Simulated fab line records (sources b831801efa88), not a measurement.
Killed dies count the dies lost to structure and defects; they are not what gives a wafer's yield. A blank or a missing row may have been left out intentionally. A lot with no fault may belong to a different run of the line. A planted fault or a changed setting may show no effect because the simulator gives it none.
fab line records    flow sky130    part 1 of 2: steps 1 to 42 of 43
record lots=6  wafers=18  last-day=48
route steps=708 shown VIA2@525 METAL3@532 CAPM@537 PAD_OPEN@708
lots that met no fault: taken from a fault-free run of the same line
start-h: start of the lot's first displayed wafer, in hours after the record's first day    wait-h: hours elapsed since this lot's preceding step    " repeats the value in the row above    L1.1+2: several wafers, shown together as one row    - no value, or no start given    * or withheld: withheld    < > ~ a bound
route shown NAME@n: NAME is a module with steps in the file, n the number in the route of the first one    usual: mean and standard deviation over wafers with no fault    same: alike in all rows    chamber/n: place in a boat    sites: per-site readings    _std_site: their standard deviation    _edge_site: mean of outer sites minus mean of inner sites    radius-mm: for every site, how far away it sits from the centre of the wafer    mask NAME#n: copy n    behind: the tool/chamber that last shaped the wafer    hold: what put the lot on hold/how long, in hours/how the hold closed    device: whichever transistor did not switch (one of n, p or np)    end of line: the route-end tests of the same wafers    a step without rows: its recipe alone    killed: not the wafer's yield, but the dies lost to structure and defects at the first sort    map: per-die view of a wafer (x killed, . not killed, _ where there is no die)
set.NAME: the run value of the setting; set.NAME@STEP: its run value at that earlier step    model.NAME: the simulator's own value behind a step, which no gauge read
lots seen at some steps along the route; tables by step, rows by wafer
services: a tool's chamber out of use, with start hour (start-h, from the record's first day; less than 0 if before it), hours out, and reason
## steps
# step SKY_VIA2_CLEAN_18
# recipe chemistry=IPA  time-s=180  temp-c=25
# step SKY_VIA2_CLEAN_19
# recipe chemistry=O3/DIW  dry=n2-spin
# step SKY_VIA2_SPUTTER_20
# recipe material=TiN  target-thk-nm=20  chamber-pressure-pa=5  power-w=4000  time-s=80
# step SKY_VIA2_CVD_21
# recipe material=W  target-thk-nm=420  time-s=126.4  temp-c=400  pressure-torr=40
# step SKY_VIA2_RS_MEAS_22
# recipe thk-meas-gauge=four-point-probe  reads=W_of_VIA2_CVD_21+TiN_of_VIA2_SPUTTER_20
# usual VIA2_W_RS=0.2724/0.0028
lot.wafer  tool           chamber  start-h  wait-h  VIA2_W_RS[ohm/sq]
L114.2     film-metro-03  -        864.75   0.1     0.2705
L114.5     "              -        "        "       0.2714
L114.6     "              -        "        "       0.2713
L115.3     film-metro-02  -        872.07   0.1     0.2773
L115.4     "              -        "        "       0.2758
L115.5     "              -        "        "       0.2764
L116.1     film-metro-02  -        874.28   0.1     0.2741
L116.3     "              -        "        "       0.2720
L116.6     "              -        "        "       0.2725
L117.2     film-metro-02  -        882.25   0.1     0.2728
L117.4     "              -        "        "       0.2730
L117.5     "              -        "        "       0.2753
L121.1     film-metro-03  -        914.95   0.1     0.2690
L121.2     "              -        "        "       0.2680
L121.3     "              -        "        "       0.2698
L124.2     film-metro-02  -        953.81   0.1     0.2736
L124.4     "              -        "        "       0.2735
L124.6     "              -        "        "       0.2731
# step SKY_VIA2_THK_MEAS_23
# recipe thk-meas-gauge=xrf  reads=W_of_VIA2_CVD_21
# usual VIA2_W_THK=429/5.7
lot.wafer  tool           chamber  start-h  wait-h  VIA2_W_THK[nm]
L114.2     film-metro-03  -        864.86   0.1     426
L114.5     "              -        "        "       425
L114.6     "              -        "        "       424
L115.3     film-metro-02  -        872.17   0.1     426
L115.4     "              -        "        "       432
L115.5     "              -        "        "       426
L116.1     film-metro-02  -        874.40   0.1     432
L116.3     "              -        "        "       434
L116.6     "              -        "        "       433
L117.2     film-metro-02  -        882.36   0.1     433
L117.4     "              -        "        "       435
L117.5     "              -        "        "       430
L121.1     film-metro-03  -        915.07   0.1     427
L121.2     "              -        "        "       427
L121.3     "              -        "        "       427
L124.2     film-metro-02  -        953.92   0.1     439
L124.4     "              -        "        "       434
L124.6     "              -        "        "       433
# step SKY_VIA2_CMP_24
# recipe stop-on=SiO2  t-overpolish-s=20  down-force-psi=3.5  platen-rpm=60  target-thk-nm=0  pad-velocity-m-s=0.94248
# step SKY_METAL3_SPUTTER_00
# recipe material=Ti  target-thk-nm=15  power-w=3000  time-s=10  chamber-pressure-pa=0.4
# usual throttle-valve-pct=30.0/1.2
# same time-s=10
lot.wafer  tool            chamber  start-h  wait-h  throttle-valve-pct
L114.2     pvd-sputter-04  -        865.21   0.2     31.9
L114.5     "               -        "        "       29.1
L114.6     "               -        "        "       31.6
L115.3     pvd-sputter-01  -        872.69   0.2     31.4
L115.4     "               -        "        "       30.1
L115.5     "               -        "        "       31.4
L116.1     pvd-sputter-02  -        874.76   0.1     29.1
L116.3     "               -        "        "       28.3
L116.6     "               -        "        "       29.3
L117.2     pvd-sputter-04  -        882.71   0.2     29.3
L117.4     "               -        "        "       31.4
L117.5     "               -        "        "       30.5
L121.1     pvd-sputter-04  -        915.49   0.2     29.2
L121.2     "               -        "        "       29.8
L121.3     "               -        "        "       30.2
L124.2     pvd-sputter-01  -        954.27   0.2     29.9
L124.4     "               -        "        "       30.1
L124.6     "               -        "        "       31.6
# step SKY_METAL3_SPUTTER_01
# recipe material=TiN  target-thk-nm=20  power-w=6500  time-s=16.7  chamber-pressure-pa=0.4
# step SKY_METAL3_SPUTTER_02
# recipe material=AlCu  target-thk-nm=735  power-w=10600  time-s=39.1  chamber-pressure-pa=0.4
# step SKY_METAL3_SPUTTER_03
# recipe material=Ti  target-thk-nm=5  power-w=3000  time-s=3.3  chamber-pressure-pa=0.4
# usual throttle-valve-pct=30.0/1.1
# same time-s=3.3
lot.wafer  tool            chamber  start-h  wait-h  throttle-valve-pct
L114.2     pvd-sputter-04  -        865.29   0.0     31.7
L114.5     "               -        "        "       29.1
L114.6     "               -        "        "       31.7
L115.3     pvd-sputter-01  -        872.77   0.0     31.7
L115.4     "               -        "        "       30.1
L115.5     "               -        "        "       31.5
L116.1     pvd-sputter-02  -        874.84   0.0     29.1
L116.3     "               -        "        "       28.4
L116.6     "               -        "        "       29.3
L117.2     pvd-sputter-04  -        882.80   0.0     29.6
L117.4     "               -        "        "       31.9
L117.5     "               -        "        "       30.3
L121.1     pvd-sputter-04  -        915.58   0.0     29.5
L121.2     "               -        "        "       29.5
L121.3     "               -        "        "       30.1
L124.2     pvd-sputter-01  -        954.36   0.0     30.0
L124.4     "               -        "        "       30.4
L124.6     "               -        "        "       31.3
# step SKY_METAL3_SPUTTER_04
# recipe material=TiN  target-thk-nm=70  power-w=6500  time-s=58.3  chamber-pressure-pa=0.4
# step SKY_CAPM_CVD_00
# recipe material=SiO2  target-thk-nm=15.5  temp-c=400  time-s=withheld  rf-w=450
# usual heater-power-w=748/99  susceptor-temp-C=399.99/0.23
lot.wafer  tool      chamber  start-h  wait-h  heater-power-w  susceptor-temp-C
L114.2     pecvd-02  2        865.36   0.0     861             400.01
L114.5     "         1        "        "       632             400.16
L114.6     "         2        "        "       858             400.07
L115.3     pecvd-01  0        872.84   0.0     873             399.79
L115.4     "         1        "        "       541             399.92
L115.5     "         0        "        "       879             399.95
L116.1     pecvd-02  2        874.91   0.0     769             399.78
L116.3     "         0        "        "       663             400.63
L116.6     "         0        "        "       677             400.08
L117.2     pecvd-04  1        882.87   0.0     755             400.08
L117.4     "         0        "        "       947             399.92
L117.5     "         2        "        "       695             400.07
L121.1     pecvd-04  0        915.65   0.0     840             400.35
L121.2     "         1        "        "       783             399.82
L121.3     "         2        "        "       811             399.94
L124.2     pecvd-04  1        954.43   0.0     749             400.06
L124.4     "         0        "        "       865             400.32
L124.6     "         2        "        "       691             399.78
# step SKY_CAPM_THK_MEAS_01
# recipe reads=SiO2_of_CAPM_CVD_00
# usual CAPM_CVD_00_THK=15.54/0.21
lot.wafer  tool           chamber  start-h  wait-h  CAPM_CVD_00_THK[nm]
L114.2     film-metro-01  -        865.39   -       15.17
L114.5     "              -        "        "       15.80
L114.6     "              -        "        "       15.55
L115.3     film-metro-01  -        872.88   -       15.55
L115.4     "              -        "        "       15.83
L115.5     "              -        "        "       15.44
L116.1     film-metro-04  -        874.93   -       15.29
L116.3     "              -        "        "       15.12
L116.6     "              -        "        "       15.30
L117.2     film-metro-01  -        882.90   -       15.66
L117.4     "              -        "        "       15.82
L117.5     "              -        "        "       16.02
L121.1     film-metro-02  -        915.67   -       15.23
L121.2     "              -        "        "       15.51
L121.3     "              -        "        "       15.38
L124.2     film-metro-02  -        954.46   -       15.66
L124.4     "              -        "        "       15.56
L124.6     "              -        "        "       15.71
# step SKY_CAPM_SPUTTER_02
# recipe material=TiN  target-thk-nm=200  temp-c=300  power-w=6500  time-s=166.7  chamber-pressure-pa=0.4
# usual susceptor-temp-C=299.99/0.2  throttle-valve-pct=30.4/1.2
# same time-s=166.7
lot.wafer  tool            chamber  start-h  wait-h  susceptor-temp-C  throttle-valve-pct
L114.2     pvd-sputter-03  -        865.44   0.0     300.00            30.9
L114.5     "               -        "        "       299.81            29.4
L114.6     "               -        "        "       299.82            32.2
L115.3     pvd-sputter-02  -        872.92   0.0     300.20            31.2
L115.4     "               -        "        "       300.49            29.0
L115.5     "               -        "        "       300.01            28.2
L116.1     pvd-sputter-03  -        874.99   0.1     299.61            32.1
L116.3     "               -        "        "       299.82            30.3
L116.6     "               -        "        "       300.15            29.2
L117.2     pvd-sputter-03  -        882.95   0.0     300.21            29.0
L117.4     "               -        "        "       300.18            30.4
L117.5     "               -        "        "       300.05            29.1
L121.1     pvd-sputter-03  -        915.73   0.1     300.13            29.2
L121.2     "               -        "        "       300.02            30.7
L121.3     "               -        "        "       299.81            32.5
L124.2     pvd-sputter-03  -        954.51   0.0     300.23            30.7
L124.4     "               -        "        "       299.69            30.7
L124.6     "               -        "        "       299.84            32.3
# step SKY_CAPM_RS_MEAS_03
# recipe thk-meas-gauge=four-point-probe  reads=TiN_of_CAPM_SPUTTER_02
# usual CAPM_TIN_RS=6.93/0.059
lot.wafer  tool           chamber  start-h  wait-h  CAPM_TIN_RS[ohm/sq]
L114.2     film-metro-02  -        865.57   0.1     7.03
L114.5     "              -        "        "       6.98
L114.6     "              -        "        "       7.06
L115.3     film-metro-04  -        873.07   0.1     6.91
L115.4     "              -        "        "       6.85
L115.5     "              -        "        "       6.88
L116.1     film-metro-02  -        875.10   0.1     6.98
L116.3     "              -        "        "       6.97
L116.6     "              -        "        "       7.00
L117.2     film-metro-04  -        883.08   0.1     6.83
L117.4     "              -        "        "       6.86
L117.5     "              -        "        "       6.83
L121.1     film-metro-04  -        915.84   0.1     6.82
L121.2     "              -        "        "       6.93
L121.3     "              -        "        "       6.94
L124.2     film-metro-04  -        954.64   0.1     6.88
L124.4     "              -        "        "       6.90
L124.6     "              -        "        "       6.96
# step SKY_CAPM_THK_MEAS_04
# recipe thk-meas-gauge=xrf  reads=TiN_of_CAPM_SPUTTER_02
# usual CAPM_TIN_THK=198.2/2.2
lot.wafer  tool           chamber  start-h  wait-h  CAPM_TIN_THK[nm]
L114.2     film-metro-02  -        865.68   0.1     193.9
L114.5     "              -        "        "       195.5
L114.6     "              -        "        "       194.0
L115.3     film-metro-04  -        873.17   0.1     198.8
L115.4     "              -        "        "       200.9
L115.5     "              -        "        "       199.6
L116.1     film-metro-02  -        875.22   0.1     195.9
L116.3     "              -        "        "       195.5
L116.6     "              -        "        "       195.9
L117.2     film-metro-04  -        883.19   0.1     201.7
L117.4     "              -        "        "       200.1
L117.5     "              -        "        "       200.9
L121.1     film-metro-04  -        915.96   0.1     202.1
L121.2     "              -        "        "       199.1
L121.3     "              -        "        "       198.4
L124.2     film-metro-04  -        954.75   0.1     200.3
L124.4     "              -        "        "       199.7
L124.6     "              -        "        "       198.8
# step SKY_CAPM_DEHYDRATE_05
# recipe temp-c=200  time-s=60
# step SKY_CAPM_HMDS_06
# recipe prime-time-s=60  prime-temp-c=120
# step SKY_CAPM_COAT_07
# recipe resist=NOVOLAK  spin-rpm=3000  resist-thk-nm=1140
# step SKY_CAPM_SOFTBAKE_08
# recipe temp-c=90  time-s=60  resist=NOVOLAK
# step SKY_CAPM_EXPOSE_09
# recipe mask-id=CAPM  na=0.6  source-shape=conventional  sigma-outer=0.6  polarization=unpolarized  target-cd-nm=1000  dose-mj=159
# step SKY_CAPM_PEB_10
# recipe temp-c=withheld  time-s=*  resist=NOVOLAK
# step SKY_CAPM_DEVELOP_11
# recipe resist=NOVOLAK  developer=TMAH  develop-time-s=60  dev-temp-c=23
# step SKY_CAPM_OVL_MEAS_12
# usual CAPM_OVL=0.3/1.4
lot.wafer  tool        chamber  start-h  wait-h  CAPM_OVL[nm]
L114.2     overlay-02  -        891.33   0.1     0.9
L114.5     "           -        "        "       0.6
L114.6     "           -        "        "       2.5
L115.3     overlay-01  -        898.64   0.1     -0.3
L115.4     "           -        "        "       2.0
L115.5     "           -        "        "       3.2
L116.1     overlay-02  -        900.67   0.1     1.6
L116.3     "           -        "        "       0.3
L116.6     "           -        "        "       1.5
L117.2     overlay-02  -        908.94   0.1     2.1
L117.4     "           -        "        "       0.8
L117.5     "           -        "        "       1.1
L121.1     overlay-01  -        940.28   0.1     -1.1
L121.2     "           -        "        "       -0.2
L121.3     "           -        "        "       0.3
L124.2     overlay-02  -        979.09   0.1     1.3
L124.4     "           -        "        "       -0.5
L124.6     "           -        "        "       1.5
# step SKY_CAPM_METAL_ETCH_13
# recipe target-depth-nm=220  stop-on=SiO2  chemistry=Cl2/BCl3  target=TiN  pressure-mtorr=10  icp-w=900  bias-w=48.5  Cl2_flow_sccm=60  bcl3-flow-sccm=30  time-s=62.9
# usual drypump-motor-current-A=6.0/0.48  oes-product-au=0.940/0.0063  throttle-valve-pct=21.901/0.01
# same time-s=62.9
lot.wafer  tool          chamber  start-h  wait-h  drypump-motor-current-A  oes-product-au  rf-hours-counter-h  throttle-valve-pct
L114.2     rie-metal-04  0        891.36   0.0     5.7                      0.932           11                  21.903
L114.5     "             0        "        "       5.6                      0.929           -                   21.904
L114.6     "             1        "        "       5.7                      0.928           -                   21.909
L115.3     rie-metal-01  1        898.69   0.0     5.5                      0.941           -                   21.894
L115.4     "             0        "        "       5.7                      0.942           -                   21.884
L115.5     "             1        "        "       5.5                      0.953           -                   21.900
L116.1     rie-metal-03  0        900.71   0.0     6.1                      0.937           20                  21.903
L116.3     "             1        "        "       6.8                      0.947           -                   21.904
L116.6     "             0        "        "       6.1                      0.933           -                   21.911
L117.2     rie-metal-04  1        908.97   0.0     5.7                      0.943           1                   21.898
L117.4     "             0        "        "       5.7                      0.941           -                   21.911
L117.5     "             1        "        "       5.7                      0.947           -                   21.896
L121.1     rie-metal-03  0        940.32   0.0     6.1                      0.954           0                   21.896
L121.2     "             1        "        "       6.8                      0.946           9                   21.903
L121.3     "             1        "        "       6.8                      0.937           -                   21.911
L124.2     rie-metal-03  0        979.12   0.0     6.1                      0.942           2                   21.912
L124.4     "             0        "        "       6.1                      0.938           -                   21.921
L124.6     "             1        "        "       6.8                      0.932           -                   21.912
# step SKY_CAPM_STRIP_14
# recipe chemistry=O2/N2  power-w=1400  pressure-mtorr=1500  platen-temp-c=withheld  o2-flow-sccm=3000  n2-flow-sccm=300  overash-fraction=0.5
# step SKY_CAPM_STRIP_15
# recipe chemistry=post-etch-residue-remover  time-s=1200  temp-c=72.5
# step SKY_CAPM_CLEAN_16
# recipe chemistry=IPA  time-s=180  temp-c=25
# step SKY_CAPM_CLEAN_17
# recipe chemistry=O3/DIW  dry=n2-spin
# step SKY_METAL3_DEHYDRATE_05
# recipe temp-c=200  time-s=60
# step SKY_METAL3_HMDS_06
# recipe prime-time-s=60  prime-temp-c=120
# step SKY_METAL3_COAT_07
# recipe resist=BARC  temp-c=withheld  time-s=withheld  spin-rpm=3000  resist-thk-nm=60
# step SKY_METAL3_COAT_08
# recipe resist=KrF-thick  spin-rpm=3000  resist-thk-nm=1140
# step SKY_METAL3_SOFTBAKE_09
# recipe temp-c=100  time-s=90  resist=KrF-thick
# step SKY_METAL3_EXPOSE_10
# recipe mask-id=MM3  na=0.68  source-shape=annular  sigma-inner=0.4  sigma-outer=0.8  target-cd-nm=300  dose-mj=28
# step SKY_METAL3_PEB_11
# recipe peb-temp-c=withheld  peb-time-s=withheld  resist=KrF-thick
# step SKY_METAL3_DEVELOP_12
# recipe develop-time-s=60  resist=KrF-thick  dev-temp-c=21
# step SKY_METAL3_CD_MEAS_13
# recipe target-cd-nm=300
# usual cd-nm=299.9/1.3
lot.wafer  tool       chamber  start-h  wait-h  cd-nm
L114.2     cd-sem-02  -        916.94   -       297.5
L114.5     "          -        "        "       298.7
L114.6     "          -        "        "       297.7
L115.3     cd-sem-01  -        924.66   -       298.0
L115.4     "          -        "        "       298.5
L115.5     "          -        "        "       299.6
L116.1     cd-sem-02  -        926.29   -       301.8
L116.3     "          -        "        "       300.8
L116.6     "          -        "        "       299.7
L117.2     cd-sem-02  -        934.59   -       299.2
L117.4     "          -        "        "       298.7
L117.5     "          -        "        "       298.4
L121.1     cd-sem-02  -        964.93   -       302.8
L121.2     "          -        "        "       302.5
L121.3     "          -        "        "       301.6
L124.2     cd-sem-01  -        1003.19  -       298.9
L124.4     "          -        "        "       300.0
L124.6     "          -        "        "       299.7
# step SKY_METAL3_OVL_MEAS_14
# usual METAL3_OVL=1/4.9
lot.wafer  tool        chamber  start-h  wait-h  METAL3_OVL[nm]
L114.2     overlay-02  -        917.05   0.1     -3
L114.5     "           -        "        "       -5
L114.6     "           -        "        "       -2
L115.3     overlay-02  -        924.76   0.1     2
L115.4     "           -        "        "       -2
L115.5     "           -        "        "       -1
L116.1     overlay-02  -        926.41   0.1     -6
L116.3     "           -        "        "       -3
L116.6     "           -        "        "       -3
L117.2     overlay-01  -        934.70   0.1     8
L117.4     "           -        "        "       1
L117.5     "           -        "        "       10
L121.1     overlay-02  -        965.05   0.1     1
L121.2     "           -        "        "       0
L121.3     "           -        "        "       1
L124.2     overlay-01  -        1003.30  0.1     15
L124.4     "           -        "        "       9
L124.6     "           -        "        "       9
# step SKY_METAL3_DESCUM_15
# recipe chemistry=O2  source-power-w=150  bias-power-w=0  pressure-mtorr=10  temp-c=40  time-s=8
# step SKY_METAL3_ETCH_16
# recipe chemistry=N2/H2  target=BARC  ion-energy-ev=200  bias-w=100  pressure-mtorr=30  n2-flow-sccm=100  h2-flow-sccm=200  icp-w=500  stop-on=SiO2  time-s=88.2  target-depth-a=600
# usual drypump-motor-current-A=5.9/0.44  h2-flow-sccm=200.0/0.63  oes-product-au=0.625/0.0048  throttle-valve-pct=13.205/0.0096
# same time-s=88.2
lot.wafer  tool          chamber  start-h  wait-h  drypump-motor-current-A  h2-flow-sccm  oes-product-au  rf-hours-counter-h  throttle-valve-pct
L114.2     rie-metal-03  1        917.18   0.1     6.8                      198.9         0.625           -                   13.210
L114.5     "             1        "        "       6.7                      200.1         0.631           -                   13.191
L114.6     "             1        "        "       6.8                      199.4         0.627           -                   13.202
L115.3     rie-metal-01  0        924.84   0.0     5.8                      200.2         0.628           -                   13.196
L115.4     "             1        "        "       5.5                      199.6         0.623           -                   13.197
L115.5     "             1        "        "       5.5                      200.3         0.622           -                   13.220
L116.1     rie-metal-01  1        926.48   0.0     5.5                      201.1         0.629           11                  13.194
L116.3     "             1        "        "       5.5                      201.7         0.621           -                   13.209
L116.6     "             1        "        "       5.5                      201.3         0.613           -                   13.213
L117.2     rie-metal-02  1        934.76   0.0     6.1                      200.5         0.634           10                  13.201
L117.4     "             0        "        "       5.4                      200.7         0.627           -                   13.203
L117.5     "             1        "        "       6.2                      200.1         0.626           -                   13.190
L121.1     rie-metal-02  1        965.12   0.0     6.1                      200.3         0.624           11                  13.194
L121.2     "             0        "        "       5.4                      200.1         0.625           3                   13.200
L121.3     "             0        "        "       5.4                      201.2         0.624           -                   13.204
L124.2     rie-metal-01  1        1003.36  0.0     5.5                      200.5         0.618           14                  13.201
L124.4     "             0        "        "       5.8                      199.6         0.621           -                   13.208
L124.6     "             0        "        "       5.8                      200.5         0.629           -                   13.205
